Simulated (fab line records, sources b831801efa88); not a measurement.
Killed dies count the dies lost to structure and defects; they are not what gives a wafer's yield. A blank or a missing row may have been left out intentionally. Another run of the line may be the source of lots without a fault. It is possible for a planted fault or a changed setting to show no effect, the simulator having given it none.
fab line records || flow sky130
record {"lots": 5, "wafers": 15, "lastDay": 49}
route steps=708 shown RES_XHIGH@341 SD_N@342 PAD_OPEN@708
lots untouched by any fault: they come from a run of this same line in which no faults occurred
startH: hours from the record's first day to the start of the lot's first wafer shown || waitH: time in hours since the lot's previous step || " unchanged from the row above || L1.1+2: a row that stands for several wafers || - no value present, or no start provided || * or withheld: withheld || < > ~ a bound
route shown NAME@n: names a module that has steps shown in the file, with the first one's number in the route || usual: the fault-free wafers' mean and standard deviation || same: alike in all rows || chamber/n: place in a boat || sites: per-site readings || _std_site: standard deviation across them || _edge_site: the outer-site mean with the inner-site mean subtracted || radiusMm: how far each site lies from the wafer's centre || mask NAME#n: copy n || behind: the most recent tool/chamber to have shaped the wafer || hold: what put the lot on hold/how long, in hours/how the hold closed || device: the transistor (n, p or np) that didn't switch || end of line: the route-end tests of the same wafers || where a step has no rows: the recipe by itself || killed: dies that structure and defects cost at the first sort, which is not the same as the wafer's yield || map: per-die view of a wafer (x killed, . not killed, _ where there is no die)
set.NAME: the setting the step ran with; set.NAME@STEP: the setting that earlier step ran with || model.NAME: the simulator's own value behind a step, which no gauge read
certain route steps with their lots: each step a table, each wafer a row
services: from which hour (startH, from the record's first day; less than 0 if before it) a tool's chamber was out of use, for how many hours, and why
## steps
# step SKY_RES_XHIGH_TW_MEAS_09
# usual {"RES_XHIGH_TW": "1633/20"}
{"lot.wafer": "L566.1", "tool": "filmMetro-04", "chamber": "-", "startH": 657.37, "waitH": 0.1, "RES_XHIGH_TW": 1618}
{"lot.wafer": "L566.3", "tool": "filmMetro-04", "chamber": "-", "startH": 657.37, "waitH": 0.1, "RES_XHIGH_TW": 1613}
{"lot.wafer": "L566.4", "tool": "filmMetro-04", "chamber": "-", "startH": 657.37, "waitH": 0.1, "RES_XHIGH_TW": 1620}
{"lot.wafer": "L570.1", "tool": "filmMetro-03", "chamber": "-", "startH": 683.03, "waitH": 0.1, "RES_XHIGH_TW": 1635}
{"lot.wafer": "L570.2", "tool": "filmMetro-03", "chamber": "-", "startH": 683.03, "waitH": 0.1, "RES_XHIGH_TW": 1633}
{"lot.wafer": "L570.4", "tool": "filmMetro-03", "chamber": "-", "startH": 683.03, "waitH": 0.1, "RES_XHIGH_TW": 1634}
{"lot.wafer": "L572.1", "tool": "filmMetro-03", "chamber": "-", "startH": 696.19, "waitH": 0.1, "RES_XHIGH_TW": 1623}
{"lot.wafer": "L572.3", "tool": "filmMetro-03", "chamber": "-", "startH": 696.19, "waitH": 0.1, "RES_XHIGH_TW": 1627}
{"lot.wafer": "L572.4", "tool": "filmMetro-03", "chamber": "-", "startH": 696.19, "waitH": 0.1, "RES_XHIGH_TW": 1622}
{"lot.wafer": "L576.1", "tool": "filmMetro-04", "chamber": "-", "startH": 728.42, "waitH": 0.1, "RES_XHIGH_TW": 1609}
{"lot.wafer": "L576.2", "tool": "filmMetro-04", "chamber": "-", "startH": 728.42, "waitH": 0.1, "RES_XHIGH_TW": 1620}
{"lot.wafer": "L576.5", "tool": "filmMetro-04", "chamber": "-", "startH": 728.42, "waitH": 0.1, "RES_XHIGH_TW": 1616}
{"lot.wafer": "L580.1", "tool": "filmMetro-02", "chamber": "-", "startH": 758.68, "waitH": 0.1, "RES_XHIGH_TW": 1662}
{"lot.wafer": "L580.2", "tool": "filmMetro-02", "chamber": "-", "startH": 758.68, "waitH": 0.1, "RES_XHIGH_TW": 1659}
{"lot.wafer": "L580.6", "tool": "filmMetro-02", "chamber": "-", "startH": 758.68, "waitH": 0.1, "RES_XHIGH_TW": 1654}
# step SKY_SD_N_DEHYDRATE_00
# recipe {"tempC": 200, "timeS": 60}
# step SKY_SD_N_HMDS_01
# recipe {"primeTimeS": 60, "primeTempC": 120}
# step SKY_SD_N_COAT_02
# recipe {"resist": "NOVOLAK", "spinRpm": 3000, "resistThkNm": 1140}
# step SKY_SD_N_SOFTBAKE_03
# recipe {"tempC": 90, "timeS": 60, "resist": "NOVOLAK"}
# step SKY_SD_N_EXPOSE_04
# recipe {"maskId": "NSDM", "na": 0.6, "sourceShape": "conventional", "sigmaOuter": 0.6, "polarization": "unpolarized", "targetCdNm": 380, "doseMj": 141}
# step SKY_SD_N_PEB_05
# recipe {"tempC": "withheld", "timeS": "*", "resist": "NOVOLAK"}
# step SKY_SD_N_DEVELOP_06
# recipe {"resist": "NOVOLAK", "developer": "TMAH", "developTimeS": 60, "devTempC": 23}
# step SKY_SD_N_CD_MEAS_07
# recipe {"targetCdNm": 380}
# usual {"cdNm": "380.2/2.1"}
{"lot.wafer": "L566.1", "tool": "cdSem-02", "chamber": "-", "startH": 685.57, "waitH": 0.1, "cdNm": 381.6}
{"lot.wafer": "L566.3", "tool": "cdSem-02", "chamber": "-", "startH": 685.57, "waitH": 0.1, "cdNm": 381.8}
{"lot.wafer": "L566.4", "tool": "cdSem-02", "chamber": "-", "startH": 685.57, "waitH": 0.1, "cdNm": 382.0}
{"lot.wafer": "L570.1", "tool": "cdSem-01", "chamber": "-", "startH": 710.93, "waitH": 0.1, "cdNm": 382.7}
{"lot.wafer": "L570.2", "tool": "cdSem-01", "chamber": "-", "startH": 710.93, "waitH": 0.1, "cdNm": 383.6}
{"lot.wafer": "L570.4", "tool": "cdSem-01", "chamber": "-", "startH": 710.93, "waitH": 0.1, "cdNm": 381.0}
{"lot.wafer": "L572.1", "tool": "cdSem-02", "chamber": "-", "startH": 723.97, "waitH": 0.1, "cdNm": 381.9}
{"lot.wafer": "L572.3", "tool": "cdSem-02", "chamber": "-", "startH": 723.97, "waitH": 0.1, "cdNm": 380.3}
{"lot.wafer": "L572.4", "tool": "cdSem-02", "chamber": "-", "startH": 723.97, "waitH": 0.1, "cdNm": 380.2}
{"lot.wafer": "L576.1", "tool": "cdSem-01", "chamber": "-", "startH": 755.24, "waitH": 0.1, "cdNm": 377.8}
{"lot.wafer": "L576.2", "tool": "cdSem-01", "chamber": "-", "startH": 755.24, "waitH": 0.1, "cdNm": 378.2}
{"lot.wafer": "L576.5", "tool": "cdSem-01", "chamber": "-", "startH": 755.24, "waitH": 0.1, "cdNm": 380.1}
{"lot.wafer": "L580.1", "tool": "cdSem-02", "chamber": "-", "startH": 785.33, "waitH": 0.1, "cdNm": 378.7}
{"lot.wafer": "L580.2", "tool": "cdSem-02", "chamber": "-", "startH": 785.33, "waitH": 0.1, "cdNm": 377.4}
{"lot.wafer": "L580.6", "tool": "cdSem-02", "chamber": "-", "startH": 785.33, "waitH": 0.1, "cdNm": 375.5}
# step SKY_SD_N_OVL_MEAS_08
# usual {"SD_N_OVL": "1.9/1.3"}
{"lot.wafer": "L566.1", "tool": "overlay-02", "chamber": "-", "startH": 685.69, "waitH": 0.1, "SD_N_OVL[nm]": 0.6}
{"lot.wafer": "L566.3", "tool": "overlay-02", "chamber": "-", "startH": 685.69, "waitH": 0.1, "SD_N_OVL[nm]": 0.8}
{"lot.wafer": "L566.4", "tool": "overlay-02", "chamber": "-", "startH": 685.69, "waitH": 0.1, "SD_N_OVL[nm]": 0.2}
{"lot.wafer": "L570.1", "tool": "overlay-02", "chamber": "-", "startH": 711.05, "waitH": 0.1, "SD_N_OVL[nm]": 1.2}
{"lot.wafer": "L570.2", "tool": "overlay-02", "chamber": "-", "startH": 711.05, "waitH": 0.1, "SD_N_OVL[nm]": 0.3}
{"lot.wafer": "L570.4", "tool": "overlay-02", "chamber": "-", "startH": 711.05, "waitH": 0.1, "SD_N_OVL[nm]": -0.1}
{"lot.wafer": "L572.1", "tool": "overlay-02", "chamber": "-", "startH": 724.09, "waitH": 0.1, "SD_N_OVL[nm]": 2.1}
{"lot.wafer": "L572.3", "tool": "overlay-02", "chamber": "-", "startH": 724.09, "waitH": 0.1, "SD_N_OVL[nm]": 2.9}
{"lot.wafer": "L572.4", "tool": "overlay-02", "chamber": "-", "startH": 724.09, "waitH": 0.1, "SD_N_OVL[nm]": 2.1}
{"lot.wafer": "L576.1", "tool": "overlay-02", "chamber": "-", "startH": 755.36, "waitH": 0.1, "SD_N_OVL[nm]": 4.4}
{"lot.wafer": "L576.2", "tool": "overlay-02", "chamber": "-", "startH": 755.36, "waitH": 0.1, "SD_N_OVL[nm]": 2.4}
{"lot.wafer": "L576.5", "tool": "overlay-02", "chamber": "-", "startH": 755.36, "waitH": 0.1, "SD_N_OVL[nm]": 1.4}
{"lot.wafer": "L580.1", "tool": "overlay-01", "chamber": "-", "startH": 785.45, "waitH": 0.1, "SD_N_OVL[nm]": 1.9}
{"lot.wafer": "L580.2", "tool": "overlay-01", "chamber": "-", "startH": 785.45, "waitH": 0.1, "SD_N_OVL[nm]": 3.0}
{"lot.wafer": "L580.6", "tool": "overlay-01", "chamber": "-", "startH": 785.45, "waitH": 0.1, "SD_N_OVL[nm]": 2.2}
# step SKY_SD_N_IMPLANT_09
# recipe {"species": "As", "energyKev": 50, "doseCm2": 4e+15, "tiltDeg": 0}
# step SKY_SD_N_IMPLANT_10
# recipe {"species": "P", "energyKev": 20, "doseCm2": 1e+14, "tiltDeg": 0}
# step SKY_SD_N_STRIP_11
# recipe {"chemistry": "O2/N2", "powerW": 1400, "pressureMtorr": 1500, "platenTempC": "withheld", "o2FlowSccm": 3000, "n2FlowSccm": 300, "overashFraction": 0.5}
# usual {"drypumpMotorCurrentA": "6.03/0.25", "oesProductAu": "0.527/0.0045", "stripTimeToEndpointS": "22.53/0.042"}
# same {"overashFraction": 0.5}
{"lot.wafer": "L566.1", "tool": "plasmaAsher-04", "chamber": 1, "startH": 686.02, "waitH": 0.1, "drypumpMotorCurrentA": 5.79, "oesProductAu": 0.524, "rfHoursCounterH": 86, "stripTimeToEndpointS": 22.58, "model.NOVOLAK_of_SD_N_COAT_02.thkNm": 0}
{"lot.wafer": "L566.3", "tool": "plasmaAsher-04", "chamber": 0, "startH": 686.02, "waitH": 0.1, "drypumpMotorCurrentA": 6.34, "oesProductAu": 0.524, "rfHoursCounterH": "-", "stripTimeToEndpointS": 22.53, "model.NOVOLAK_of_SD_N_COAT_02.thkNm": 0}
{"lot.wafer": "L566.4", "tool": "plasmaAsher-04", "chamber": 1, "startH": 686.02, "waitH": 0.1, "drypumpMotorCurrentA": 5.79, "oesProductAu": 0.524, "rfHoursCounterH": "-", "stripTimeToEndpointS": 22.53, "model.NOVOLAK_of_SD_N_COAT_02.thkNm": 0}
{"lot.wafer": "L570.1", "tool": "plasmaAsher-02", "chamber": 1, "startH": 711.39, "waitH": 0.1, "drypumpMotorCurrentA": 5.79, "oesProductAu": 0.520, "rfHoursCounterH": 59, "stripTimeToEndpointS": 22.46, "model.NOVOLAK_of_SD_N_COAT_02.thkNm": 0}
{"lot.wafer": "L570.2", "tool": "plasmaAsher-02", "chamber": 0, "startH": 711.39, "waitH": 0.1, "drypumpMotorCurrentA": 6.32, "oesProductAu": 0.515, "rfHoursCounterH": 59, "stripTimeToEndpointS": 22.50, "model.NOVOLAK_of_SD_N_COAT_02.thkNm": 0}
{"lot.wafer": "L570.4", "tool": "plasmaAsher-02", "chamber": 1, "startH": 711.39, "waitH": 0.1, "drypumpMotorCurrentA": 5.78, "oesProductAu": 0.523, "rfHoursCounterH": "-", "stripTimeToEndpointS": 22.50, "model.NOVOLAK_of_SD_N_COAT_02.thkNm": 0}
{"lot.wafer": "L572.1", "tool": "plasmaAsher-02", "chamber": 1, "startH": 724.42, "waitH": 0.1, "drypumpMotorCurrentA": 5.80, "oesProductAu": 0.484, "rfHoursCounterH": 61, "stripTimeToEndpointS": "-", "model.NOVOLAK_of_SD_N_COAT_02.thkNm": 580.3}
{"lot.wafer": "L572.3", "tool": "plasmaAsher-02", "chamber": 0, "startH": 724.42, "waitH": 0.1, "drypumpMotorCurrentA": 6.32, "oesProductAu": 0.477, "rfHoursCounterH": "-", "stripTimeToEndpointS": "-", "model.NOVOLAK_of_SD_N_COAT_02.thkNm": 580.3}
{"lot.wafer": "L572.4", "tool": "plasmaAsher-02", "chamber": 1, "startH": 724.42, "waitH": 0.1, "drypumpMotorCurrentA": 5.80, "oesProductAu": 0.466, "rfHoursCounterH": "-", "stripTimeToEndpointS": "-", "model.NOVOLAK_of_SD_N_COAT_02.thkNm": 579.6}
{"lot.wafer": "L576.1", "tool": "plasmaAsher-04", "chamber": 0, "startH": 755.69, "waitH": 0.1, "drypumpMotorCurrentA": 6.37, "oesProductAu": 0.529, "rfHoursCounterH": 95, "stripTimeToEndpointS": 22.56, "model.NOVOLAK_of_SD_N_COAT_02.thkNm": 0}
{"lot.wafer": "L576.2", "tool": "plasmaAsher-04", "chamber": 1, "startH": 755.69, "waitH": 0.1, "drypumpMotorCurrentA": 5.78, "oesProductAu": 0.536, "rfHoursCounterH": 95, "stripTimeToEndpointS": 22.55, "model.NOVOLAK_of_SD_N_COAT_02.thkNm": 0}
{"lot.wafer": "L576.5", "tool": "plasmaAsher-04", "chamber": 0, "startH": 755.69, "waitH": 0.1, "drypumpMotorCurrentA": 6.35, "oesProductAu": 0.522, "rfHoursCounterH": "-", "stripTimeToEndpointS": 22.55, "model.NOVOLAK_of_SD_N_COAT_02.thkNm": 0}
{"lot.wafer": "L580.1", "tool": "plasmaAsher-02", "chamber": 0, "startH": 785.79, "waitH": 0.1, "drypumpMotorCurrentA": 6.33, "oesProductAu": 0.521, "rfHoursCounterH": 68, "stripTimeToEndpointS": 22.48, "model.NOVOLAK_of_SD_N_COAT_02.thkNm": 0}
{"lot.wafer": "L580.2", "tool": "plasmaAsher-02", "chamber": 1, "startH": 785.79, "waitH": 0.1, "drypumpMotorCurrentA": 5.82, "oesProductAu": 0.532, "rfHoursCounterH": 68, "stripTimeToEndpointS": 22.49, "model.NOVOLAK_of_SD_N_COAT_02.thkNm": 0}
{"lot.wafer": "L580.6", "tool": "plasmaAsher-02", "chamber": 1, "startH": 785.79, "waitH": 0.1, "drypumpMotorCurrentA": 5.80, "oesProductAu": 0.527, "rfHoursCounterH": "-", "stripTimeToEndpointS": 22.46, "model.NOVOLAK_of_SD_N_COAT_02.thkNm": 0}
# step SKY_SD_N_TW_MEAS_12
# usual {"SD_N_TW": "3964/45"}
{"lot.wafer": "L566.1", "tool": "filmMetro-04", "chamber": "-", "startH": 686.12, "waitH": 0.1, "SD_N_TW": 3935}
{"lot.wafer": "L566.3", "tool": "filmMetro-04", "chamber": "-", "startH": 686.12, "waitH": 0.1, "SD_N_TW": 3925}
{"lot.wafer": "L566.4", "tool": "filmMetro-04", "chamber": "-", "startH": 686.12, "waitH": 0.1, "SD_N_TW": 3930}
{"lot.wafer": "L570.1", "tool": "filmMetro-04", "chamber": "-", "startH": 711.49, "waitH": 0.1, "SD_N_TW": 3947}
{"lot.wafer": "L570.2", "tool": "filmMetro-04", "chamber": "-", "startH": 711.49, "waitH": 0.1, "SD_N_TW": 3955}
{"lot.wafer": "L570.4", "tool": "filmMetro-04", "chamber": "-", "startH": 711.49, "waitH": 0.1, "SD_N_TW": 3939}
{"lot.wafer": "L572.1", "tool": "filmMetro-02", "chamber": "-", "startH": 724.52, "waitH": 0.1, "SD_N_TW": 4047}
{"lot.wafer": "L572.3", "tool": "filmMetro-02", "chamber": "-", "startH": 724.52, "waitH": 0.1, "SD_N_TW": 4040}
{"lot.wafer": "L572.4", "tool": "filmMetro-02", "chamber": "-", "startH": 724.52, "waitH": 0.1, "SD_N_TW": 4039}
{"lot.wafer": "L576.1", "tool": "filmMetro-04", "chamber": "-", "startH": 755.79, "waitH": 0.1, "SD_N_TW": 3917}
{"lot.wafer": "L576.2", "tool": "filmMetro-04", "chamber": "-", "startH": 755.79, "waitH": 0.1, "SD_N_TW": 3916}
{"lot.wafer": "L576.5", "tool": "filmMetro-04", "chamber": "-", "startH": 755.79, "waitH": 0.1, "SD_N_TW": 3916}
{"lot.wafer": "L580.1", "tool": "filmMetro-02", "chamber": "-", "startH": 785.89, "waitH": 0.1, "SD_N_TW": 3996}
{"lot.wafer": "L580.2", "tool": "filmMetro-02", "chamber": "-", "startH": 785.89, "waitH": 0.1, "SD_N_TW": 4002}
{"lot.wafer": "L580.6", "tool": "filmMetro-02", "chamber": "-", "startH": 785.89, "waitH": 0.1, "SD_N_TW": 4012}
# step SKY_PAD_OPEN_PROBE_99
# usual {"killed_at_M0_to_M3": "43/6.8", "killed_at_M4_up": "3.1/1.8", "killedAtContacts": "25/5.8", "killedAtFrontEnd": "15/4.2", "killedAtOther": "0.3/0.5", "killedDies": "87/9.7", "killedOnRim": "17/4.1", "killedOpen": "47/7.3", "killedShort": "39/6.6"}
# same {"grossDies": 492, "killedAtBackSide": 0}
{"lot.wafer": "L566.1", "tool": "prober-02", "chamber": "-", "startH": 1106.49, "waitH": 0.1, "killed_at_M0_to_M3": 37, "killed_at_M4_up": 1, "killedAtContacts": 18, "killedAtFrontEnd": 18, "killedAtOther": 0, "killedDies": 74, "killedOnRim": 11, "killedOpen": 38, "killedShort": 36}
{"lot.wafer": "L566.3", "tool": "prober-02", "chamber": "-", "startH": 1106.59, "waitH": 0.2, "killed_at_M0_to_M3": 38, "killed_at_M4_up": 4, "killedAtContacts": 22, "killedAtFrontEnd": 14, "killedAtOther": 0, "killedDies": 78, "killedOnRim": 16, "killedOpen": 43, "killedShort": 35}
{"lot.wafer": "L566.4", "tool": "prober-02", "chamber": "-", "startH": 1106.64, "waitH": 0.2, "killed_at_M0_to_M3": 53, "killed_at_M4_up": 4, "killedAtContacts": 26, "killedAtFrontEnd": 12, "killedAtOther": 0, "killedDies": 95, "killedOnRim": 22, "killedOpen": 48, "killedShort": 47}
{"lot.wafer": "L570.1", "tool": "prober-01", "chamber": "-", "startH": 1120.05, "waitH": 0.1, "killed_at_M0_to_M3": 42, "killed_at_M4_up": 3, "killedAtContacts": 33, "killedAtFrontEnd": 18, "killedAtOther": 0, "killedDies": 96, "killedOnRim": 30, "killedOpen": 50, "killedShort": 46}
{"lot.wafer": "L570.2", "tool": "prober-01", "chamber": "-", "startH": 1120.10, "waitH": 0.1, "killed_at_M0_to_M3": 54, "killed_at_M4_up": 4, "killedAtContacts": 24, "killedAtFrontEnd": 15, "killedAtOther": 1, "killedDies": 98, "killedOnRim": 24, "killedOpen": 51, "killedShort": 47}
{"lot.wafer": "L570.4", "tool": "prober-01", "chamber": "-", "startH": 1120.20, "waitH": 0.2, "killed_at_M0_to_M3": 37, "killed_at_M4_up": 2, "killedAtContacts": 23, "killedAtFrontEnd": 16, "killedAtOther": 0, "killedDies": 78, "killedOnRim": 19, "killedOpen": 42, "killedShort": 36}
{"lot.wafer": "L572.1", "tool": "prober-02", "chamber": "-", "startH": 1132.49, "waitH": 0.1, "killed_at_M0_to_M3": 44, "killed_at_M4_up": 1, "killedAtContacts": 29, "killedAtFrontEnd": 418, "killedAtOther": 0, "killedDies": 492, "killedOnRim": 96, "killedOpen": 47, "killedShort": 38}
{"lot.wafer": "L572.3", "tool": "prober-02", "chamber": "-", "startH": 1132.59, "waitH": 0.2, "killed_at_M0_to_M3": 44, "killed_at_M4_up": 1, "killedAtContacts": 22, "killedAtFrontEnd": 425, "killedAtOther": 0, "killedDies": 492, "killedOnRim": 96, "killedOpen": 44, "killedShort": 35}
{"lot.wafer": "L572.4", "tool": "prober-02", "chamber": "-", "startH": 1132.64, "waitH": 0.2, "killed_at_M0_to_M3": 41, "killed_at_M4_up": 2, "killedAtContacts": 28, "killedAtFrontEnd": 421, "killedAtOther": 0, "killedDies": 492, "killedOnRim": 96, "killedOpen": 47, "killedShort": 36}
{"lot.wafer": "L580.1", "tool": "prober-01", "chamber": "-", "startH": 1175.64, "waitH": 0.1, "killed_at_M0_to_M3": 48, "killed_at_M4_up": 2, "killedAtContacts": 35, "killedAtFrontEnd": 19, "killedAtOther": 0, "killedDies": 104, "killedOnRim": 22, "killedOpen": 55, "killedShort": 49}
{"lot.wafer": "L580.2", "tool": "prober-01", "chamber": "-", "startH": 1175.69, "waitH": 0.1, "killed_at_M0_to_M3": 46, "killed_at_M4_up": 1, "killedAtContacts": 24, "killedAtFrontEnd": 15, "killedAtOther": 1, "killedDies": 87, "killedOnRim": 16, "killedOpen": 40, "killedShort": 47}
{"lot.wafer": "L580.6", "tool": "prober-01", "chamber": "-", "startH": 1175.89, "waitH": 0.2, "killed_at_M0_to_M3": 36, "killed_at_M4_up": 3, "killedAtContacts": 45, "killedAtFrontEnd": 15, "killedAtOther": 0, "killedDies": 99, "killedOnRim": 20, "killedOpen": 46, "killedShort": 53}
# killed by level:class
L566.1 VIA1:geometricParticle:open=9 CONTACT:geometricParticle:open=8 VIA3:geometricParticle:short=7 POLY_GATE:geometricParticle:short=6 POLY_GATE:geometricParticle:open=4 FIELD_ISO:geometricParticle:open=3 LOCAL_INTERCONNECT:geometricParticle:short=3 CONTACT:geometricParticle:short=3
L566.3 VIA1:geometricParticle:open=13 CONTACT:geometricParticle:open=10 LI_CONTACT:geometricParticle:short=6 VIA3:geometricParticle:open=5 METAL2:geometricParticle:short=4 METAL4:geometricParticle:short=4 FIELD_ISO:geometricParticle:open=3 CONTACT:geometricParticle:short=3
L566.4 VIA1:geometricParticle:open=11 METAL2:geometricParticle:short=9 CONTACT:geometricParticle:open=9 VIA1:geometricParticle:short=9 VIA3:geometricParticle:open=7 LI_CONTACT:geometricParticle:open=7 CONTACT:geometricParticle:short=7 METAL1:geometricParticle:short=5
L570.1 VIA2:geometricParticle:open=11 CONTACT:geometricParticle:short=8 CONTACT:geometricParticle:open=8 VIA1:geometricParticle:open=7 LI_CONTACT:geometricParticle:open=7 POLY_GATE:geometricParticle:open=5 LI_CONTACT:geometricParticle:short=5 METAL2:geometricParticle:short=5
L570.2 VIA1:geometricParticle:open=12 LI_CONTACT:geometricParticle:open=9 VIA1:geometricParticle:short=8 METAL2:geometricParticle:short=8 METAL1:geometricParticle:open=6 VIA3:geometricParticle:open=6 CONTACT:geometricParticle:open=5 POLY_GATE:geometricParticle:short=4
L570.4 VIA1:geometricParticle:open=9 CONTACT:geometricParticle:open=8 POLY_GATE:geometricParticle:open=5 LI_CONTACT:geometricParticle:open=5 VIA3:geometricParticle:open=5 VIA2:geometricParticle:short=4 POLY_GATE:geometricParticle:short=4 LOCAL_INTERCONNECT:geometricParticle:short=4
L572.1 SD_N:areaRta=407 CONTACT:geometricParticle:open=15 VIA1:geometricParticle:open=11 METAL2:geometricParticle:short=6 VIA2:geometricParticle:open=6 LI_CONTACT:geometricParticle:open=5 METAL1:geometricParticle:short=5 FIELD_ISO:geometricParticle:short=4
L572.3 SD_N:areaRta=413 CONTACT:geometricParticle:open=9 VIA1:geometricParticle:open=9 VIA3:geometricParticle:open=9 METAL2:geometricParticle:short=6 VIA2:geometricParticle:open=6 FIELD_ISO:geometricParticle:open=5 CONTACT:geometricParticle:short=5
L572.4 SD_N:areaRta=409 VIA1:geometricParticle:open=12 LI_CONTACT:geometricParticle:open=8 LI_CONTACT:geometricParticle:short=7 VIA2:geometricParticle:open=7 CONTACT:geometricParticle:open=6 VIA1:geometricParticle:short=6 METAL2:geometricParticle:short=5
L580.1 LI_CONTACT:geometricParticle:open=10 CONTACT:geometricParticle:short=9 CONTACT:geometricParticle:open=9 VIA2:geometricParticle:open=9 VIA1:geometricParticle:open=8 VIA2:geometricParticle:short=6 POLY_GATE:geometricParticle:short=5 METAL2:geometricParticle:short=5
L580.2 VIA1:geometricParticle:open=11 LI_CONTACT:geometricParticle:open=7 METAL1:geometricParticle:short=7 LI_CONTACT:geometricParticle:short=6 LOCAL_INTERCONNECT:geometricParticle:short=6 METAL2:geometricParticle:short=6 FIELD_ISO:geometricParticle:open=5 VIA2:geometricParticle:short=5
L580.6 CONTACT:geometricParticle:open=17 LI_CONTACT:geometricParticle:open=9 METAL2:geometricParticle:short=8 METAL1:geometricParticle:short=7 POLY_GATE:geometricParticle:short=6 LI_CONTACT:geometricParticle:short=6 LOCAL_INTERCONNECT:geometricParticle:short=6 CONTACT:geometricParticle:short=6
# map L572.1 (x killed, . not)
__________xxxxxxxxxx_________
________xxxxxxxxxxxxxx_______
______xxxxxxxxxxxxxxxxxx_____
_____xxxxxxxxxxxxxxxxxxxx____
____xxxxxxxxxxxxxxxxxxxxxx___
___xxxxxxxxxxxxxxxxxxxxxxxx__
__xxxxxxxxxxxxxxxxxxxxxxxxxx_
_xxxxxxxxxxxxxxxxxxxxxxxxxxxx
_xxxxxxxxxxxxxxxxxxxxxxxxxxxx
_xxxxxxxxxxxxxxxxxxxxxxxxxxxx
_xxxxxxxxxxxxxxxxxxxxxxxxxxxx
_xxxxxxxxxxxxxxxxxxxxxxxxxxxx
_xxxxxxxxxxxxxxxxxxxxxxxxxxxx
_xxxxxxxxxxxxxxxxxxxxxxxxxxxx
_xxxxxxxxxxxxxxxxxxxxxxxxxxxx
__xxxxxxxxxxxxxxxxxxxxxxxxxx_
___xxxxxxxxxxxxxxxxxxxxxxxx__
____xxxxxxxxxxxxxxxxxxxxxx___
_____xxxxxxxxxxxxxxxxxxxx____
______xxxxxxxxxxxxxxxxxx_____
________xxxxxxxxxxxxxx_______
__________xxxxxxxxxx_________
# map L570.2 (x killed, . not)
__________....x..x.._________
________.....x........_______
______..x.x...xx........_____
_____...xx.x...x...x...xx____
____...........xx.....xxx.___
___x....x..x...x.....x.....__
__..x.....x..x..x..x..x...x._
_xx...x...........x....x..x.x
_............................
_....x.xx....x.x........xx..x
_.......x.......x......x.....
_x.....xx.x...........x..x...
_.............x....x.x..x.x..
_....x...x..x.x....x.xx......
_......x......x.........x.x..
__...x....xx............x.x._
___x.xx.x.x..x.........x..x__
____......x...............___
_____....x.x....x........____
______xxx..............._____
________..xx.....x..x._______
__________..x....x.x_________
## services
{"tool": "plasmaAsher-02", "chamber": "-", "startH": 688.67, "hours": 2.8, "kind": "pm"}
## key
firstSign {"step": "SKY_SD_N_STRIP_11", "reading": "oesProductAu", "direction": "down", "sigmas": 11, "usual": 0.527, "struck": 0.476}
effect {"step": "SKY_PAD_OPEN_PROBE_99", "reading": "killedAtFrontEnd", "direction": "up", "sigmas": 97, "usual": 15, "struck": 421}
modelEffect {"step": "SKY_SD_N_STRIP_11", "value": "NOVOLAK_of_SD_N_COAT_02.thkNm", "without": 0, "struck": 580.1}
moreKillsBornAt {"SKY_SD_N_RTA_14@rtpAnneal-01": 1229}
metAt SKY_SD_N_STRIP_11
struckWafers L572.1,L572.3,L572.4
testerLeftOut L572
onsetBetween 711.39 724.42
fault {"kind": "stripAborted", "tool": "plasmaAsher-02", "chamber": "-", "onsetH": 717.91, "steps": "SKY_SD_N_STRIP_11", "offset": 0.59235, "endH": 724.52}
# testerLeftOut: of these lots the tester's yield and bins aren't shown, on N5 and GAA mostly nor the transistor test; their killed dies are dies lost to structure and defects alone, not to doping, threshold or leakage, so they don't give the yield
